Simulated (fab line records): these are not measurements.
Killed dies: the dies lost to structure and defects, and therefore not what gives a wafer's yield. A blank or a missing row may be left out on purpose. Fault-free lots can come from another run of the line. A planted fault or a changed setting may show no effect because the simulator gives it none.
Which of the tools did it? | flow sky130 | 11 lots with 33 wafers sampled at 5 steps, on a route of 708 steps

## WHAT THE GAUGES READ, wafer by wafer
SKY_SONOS_TUNNEL_OVL_MEAS_08.
lot  | measured     | on         | SONOS_TUNNEL_OVL (nm)
L672 | day 12 06:09 | overlay-02 | 1.1 -0.2 -0.7
L675 | day 12 19:44 | overlay-02 | 0.2 1.6 -1.1
L677 | day 13 14:16 | overlay-01 | 2.4 1.8 2.4
L679 | day 14 03:34 | overlay-02 | -0.2 -0.5 0.2
L684 | day 16 00:25 | overlay-01 | 1.6 1.7 2.6
L685 | day 16 03:49 | overlay-02 | -0.1 0.8 0.9
L686 | day 16 11:49 | overlay-02 | -1.4 -0.3 -1.7
L689 | day 17 08:53 | overlay-01 | 0.4 -0.8 -1.2
L692 | day 18 06:43 | overlay-02 | 1.6 -0.8 0.5
L693 | day 19 02:36 | overlay-02 | 0.3 -0.7 0.2
L695 | day 19 11:32 | overlay-01 | 3.2 3.7 3.8

SKY_SONOS_ONO_THK_MEAS_01.
lot  | measured     | on            | SONOS_ONO_OXIDATION_THK (nm)
L672 | day 12 08:59 | film-metro-02 | 2.58 2.66 2.61
L675 | day 12 21:37 | film-metro-02 | 2.62 2.58 2.59
L677 | day 13 16:28 | film-metro-01 | 2.53 2.54 2.56
L679 | day 14 06:53 | film-metro-01 | 2.56 2.53 2.52
L684 | day 16 03:26 | film-metro-02 | 2.57 2.57 2.58
L685 | day 16 07:02 | film-metro-02 | 2.58 2.53 2.56
L686 | day 16 14:46 | film-metro-03 | 2.66 2.60 2.63
L689 | day 17 12:32 | film-metro-03 | 2.62 2.64 2.64
L692 | day 18 09:29 | film-metro-03 | 2.74 2.72 2.70
L693 | day 19 06:36 | film-metro-03 | 2.62 2.64 2.70
L695 | day 19 14:41 | film-metro-01 | 2.68 2.62 2.64

SKY_RES_PROTECT_TW_MEAS_08.
lot  | measured     | on            | POLY_GATE_TW
L672 | day 16 05:57 | film-metro-01 | 4061 4069 4072
L675 | day 16 17:40 | film-metro-03 | 3978 3976 3979
L677 | day 17 14:28 | film-metro-01 | 4089 4089 4074
L679 | day 18 08:54 | film-metro-01 | 4096 4067 4051
L684 | day 20 06:33 | film-metro-01 | 3940 3916 3941
L685 | day 20 13:25 | film-metro-03 | 3871 3845 3871
L686 | day 20 21:42 | film-metro-04 | 4081 4083 4081
L689 | day 21 19:52 | film-metro-01 | 4024 4052 4052
L692 | day 22 16:57 | film-metro-03 | 3999 4001 3972
L693 | day 23 10:45 | film-metro-01 | 4047 4031 4021
L695 | day 23 18:29 | film-metro-01 | 4041 4033 4017

## WHICH TOOL RAN EACH LOT (tool, then ch and the chambers of the sampled wafers, then the start)
lot  | SKY_POLY_GATE_IMPLANT_02        | SKY_RES_PROTECT_STRIP_07
L672 | implanter-03 ch 0, day 16 05:42 | plasma-asher-03 ch 1, day 16 05:51
L675 | implanter-01 ch 0, day 16 17:27 | plasma-asher-01 ch 0,1, day 16 17:35
L677 | implanter-01 ch 0, day 17 14:15 | plasma-asher-02 ch 0,1, day 17 14:23
L679 | implanter-01 ch 0, day 18 08:39 | plasma-asher-01 ch 0, day 18 08:48
L684 | implanter-01 ch 0, day 20 06:18 | plasma-asher-03 ch 0,1, day 20 06:27
L685 | implanter-01 ch 0, day 20 13:10 | plasma-asher-03 ch 0,1, day 20 13:18
L686 | implanter-04 ch 0, day 20 21:27 | plasma-asher-02 ch 0,1, day 20 21:36
L689 | implanter-04 ch 0, day 21 19:39 | plasma-asher-01 ch 0,1, day 21 19:47
L692 | implanter-04 ch 0, day 22 16:42 | plasma-asher-02 ch 0,1, day 22 16:51
L693 | implanter-03 ch 0, day 23 10:30 | plasma-asher-01 ch 0,1, day 23 10:39
L695 | implanter-01 ch 0, day 23 18:16 | plasma-asher-01 ch 0,1, day 23 18:23
- SKY_POLY_GATE_IMPLANT_02
- SKY_RES_PROTECT_STRIP_07: strips in O2/N2.

## AS READ BY THE TOOLS THEMSELVES (means over the sampled wafers that have a number; for cases with no such wafer, the mark the record gives instead)
SKY_POLY_GATE_IMPLANT_02.
lot  | tool         | beam-on-s (s) | dose-ions-cm2
L672 | implanter-03 | 39            | 7.695e+15
L675 | implanter-01 | 44            | 7.701e+15
L677 | implanter-01 | 44            | 7.707e+15
L679 | implanter-01 | 45            | 7.700e+15
L684 | implanter-01 | 28            | 4.809e+15
L685 | implanter-01 | 28            | 4.823e+15
L686 | implanter-04 | 37            | 7.706e+15
L689 | implanter-04 | 37            | 7.690e+15
L692 | implanter-04 | 38            | 7.699e+15
L693 | implanter-03 | 38            | 7.701e+15
L695 | implanter-01 | 44            | 7.700e+15

SKY_RES_PROTECT_STRIP_07.
lot  | tool            | chamber-pressure-mTorr (mTorr) | drypump-motor-current-A (A) | o2-flow-sccm (sccm) | oes-product-au (a.u.) | strip-time-to-endpoint-s (s)
L672 | plasma-asher-03 | 1500.4                         | 5.6                         | 3001                | 0.512                 | 23.28
L675 | plasma-asher-01 | 1500.3                         | 5.5                         | 3002                | 0.513                 | 23.32
L677 | plasma-asher-02 | 1500.2                         | 5.9                         | 2993                | 0.512                 | 23.26
L679 | plasma-asher-01 | 1499.8                         | 5.0                         | 2988                | 0.517                 | 23.29
L684 | plasma-asher-03 | 1499.0                         | 5.7                         | 2999                | 0.540                 | 21.38
L685 | plasma-asher-03 | 1498.2                         | 5.7                         | 2994                | 0.545                 | 21.41
L686 | plasma-asher-02 | 1499.0                         | 5.9                         | 3001                | 0.518                 | 23.29
L689 | plasma-asher-01 | 1499.5                         | 5.5                         | 2993                | 0.516                 | 23.28
L692 | plasma-asher-02 | 1500.2                         | 5.9                         | 3006                | 0.519                 | 23.34
L693 | plasma-asher-01 | 1499.3                         | 5.2                         | 3008                | 0.519                 | 23.32
L695 | plasma-asher-01 | 1500.7                         | 5.2                         | 2993                | 0.520                 | 23.36

## THE ANSWER, worked out from the rows above alone
Rule: usual is defined by the lots themselves. Put in order of their means at a reading, lots are off if they are a third of the lots or fewer, leave a main group of 4 or more, and stand apart from it by a gap of 3 or more times the standard deviation of the main group's means; of several such gaps the widest counts. A main group whose means are all the same, to the digits that the tables above print for the reading, isn't used. Also off: a lot with no number at a reading for which 4 or more lots have one. All remaining lots with rows at the step are treated as sound. The gauges are gone through in route order, then the tools' own readings, and for those a lot's mean is taken as printed above. The first step at which some lot is off is used, and at that step the reading that is off furthest; a lot without a number counts as furthest.
Off at SKY_POLY_GATE_IMPLANT_02 (dose-ions-cm2): L684, L685. The main group: mean 7.700e+15, standard deviation 4.9e+12.
If a tool, at that step or one of the process steps before it, ran each lot that is off and ran no sound lot following the first of them, it fits. Of those tried, none fits.

## WHAT THE SIMULATOR PUT IN
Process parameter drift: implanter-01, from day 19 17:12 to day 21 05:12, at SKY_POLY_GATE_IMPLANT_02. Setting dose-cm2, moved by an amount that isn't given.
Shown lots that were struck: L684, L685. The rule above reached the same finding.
